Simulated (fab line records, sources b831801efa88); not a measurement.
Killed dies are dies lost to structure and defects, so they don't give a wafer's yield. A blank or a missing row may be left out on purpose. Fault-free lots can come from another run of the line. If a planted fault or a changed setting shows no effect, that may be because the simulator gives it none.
Problem report in the 8D (eight disciplines) form, filled by code	flow gf180mcu	the parts of the form that need people (team, actions taken, sign-off) are left out

## 1. WHAT IS WRONG
Wafers without a fault read 0.716 a.u., standard deviation 0.0048; oesProductAu at GF_HV_LDD_STRIP_37 reads a mean of 0.756 a.u. on 2 wafers belonging to 2 lots. That is +8.3 standard deviations from the usual mean.
The step: strips in O2/N2.
Seen first at day 14 11:08 on plasmaAsher-03, wafer L175.3. The record has a number at this step for 36 wafers belonging to 12 lots. By rule, "out" or "out of limits" means more than 4 standard deviations away from the usual mean. The other wafers with a number count as sound.

## 2. WHAT IT IS, AND WHAT IT ISN'T
question	is	is not
which readings at this step	oesProductAu	heaterPowerW, n2FlowSccm
which lots	L175, L180	L166, L168, L170, L172, L173, L174, L182, L186, L187, L188
which wafers of those lots	L175.3, L180.3	L175.2, L175.6, L180.2, L180.5
read on which tools	plasmaAsher-03	plasmaAsher-02, plasmaAsher-04
when	from day 14 11:08	up to then (20 sound wafers); but 14 sound wafers of L180, L182, L186, L187, L188 came after

## 3. WHAT RULES OUT EACH SUSPECT
Counting: a tool at a process step up to the reading stays a suspect if it ran every lot that is out. Sound lots after the first of them don't rule it out here, since some wafers of a struck lot are sound.
- plasmaAsher-03 at GF_HV_LDD_STRIP_37 (strips in O2/N2): kept. It ran every lot that is out, first L175 (day 14 11:08); its last sound lot up to then is L174 (day 14 04:41). Out on those wafers are its own readings of oesProductAu.
- At GF_HV_LDD_STRIP_37 on plasmaAsher-03, chamber 0 took the sound wafers of the same lots and chamber 1 took the wafers that are out.
Remaining after the count: plasmaAsher-03 at GF_HV_LDD_STRIP_37.

## 4. THE CAUSE (what the simulator had put in)
plasmaAsher-03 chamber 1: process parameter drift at GF_HV_LDD_STRIP_37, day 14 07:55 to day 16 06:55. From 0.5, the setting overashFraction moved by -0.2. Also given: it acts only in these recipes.
The count eliminated every tool but this one.

## 5. SEQUENCE OF EFFECTS, ordered by route
Rows list readings where the struck wafers' mean (over those with a number) sits beyond 3 standard deviations from the usual. Scope: only readings with a usual standard deviation given in the record; hours: median across lots of the time from each lot's start at the first step in this table that gives one to its start at this step; sigmas: change in usual standard deviations.
hours	step	reading	usual	on struck wafers	change	sigmas
0	GF_HV_LDD_STRIP_37	oesProductAu	0.716 a.u.	0.756	+0.040	+8.3
Process steps it contains:
- GF_HV_LDD_STRIP_37: strips in O2/N2.

## 6. HOW IT WOULD HAVE BEEN CAUGHT EARLIER
The fault began at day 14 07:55; the first out-of-limits reading in this record came at day 14 11:08, 3 hours later.
